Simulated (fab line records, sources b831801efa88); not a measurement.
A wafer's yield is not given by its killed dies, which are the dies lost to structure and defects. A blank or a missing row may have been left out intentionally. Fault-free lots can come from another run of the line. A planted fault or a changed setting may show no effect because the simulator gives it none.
Chamber matching | flow gf180mcu | GF_V5_CMP_26 on cmp-02 has 4 sister chambers
The step polishes, stops on SiO2, t overpolish 15 s, target thk 0 nm. 8 wafers are shown with their chamber, then 8 later ones without.

## WAFERS WITH THEIR CHAMBER
wafer  | chamber | motorCurrentA (A) | timeToEndpointS (s)
L729.5 | 3       | 11.6              | 89
L732.3 | 1       | 12.7              | 82
L740.1 | 3       | 12.1              | 82
L740.6 | 2       | 10.3              | 80
L741.1 | 1       | 12.7              | 83
L741.2 | 0       | 11.4              | 89
L741.3 | 2       | 10.8              | 81
L742.3 | 0       | 11.3              | 89

## WAFERS WITH NO CHAMBER GIVEN
wafer  | motorCurrentA (A) | timeToEndpointS (s)
L742.4 | 10.7              | 77
L742.6 | 12.2              | 80
L744.2 | 12.5              | 79
L744.3 | 11.7              | 83
L744.6 | 12.2              | 80
L750.1 | 12.1              | 87
L750.3 | 10.8              | 82
L750.5 | 11.9              | 85

## WHICH CHAMBER EACH ONE RAN IN
wafer  | from the rows above          | in truth
L742.4 | 2                            | 2
L742.6 | can't be placed: 1 or 3      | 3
L744.2 | 1                            | 1
L744.3 | can't be placed: 3 or 0      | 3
L744.6 | can't be placed: 1 or 3      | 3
L750.1 | can't be placed: 3 or 1 or 0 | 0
L750.3 | 2                            | 2
L750.5 | 3                            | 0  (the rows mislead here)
Correct placement for 3 of the 8. Cannot be placed on the basis of these rows: 4; the candidates contain the true chamber in 4. Number placed wrongly: 1.
How it was worked out, from the rows above alone: a wafer's distance from a chamber is the root of the sum, over the readings, of the square of ((its reading less the chamber's mean) divided by the reading's scatter). If the next closest chamber is less than 2 further off than the closest, the wafer can't be placed; otherwise it belongs to the closest. A chamber's mean is the mean of its shown wafers. How the scatter is found: for the shown wafers, subtract from each reading the mean of its chamber, square and add these, divide the total by (wafers less chambers), then take the root.
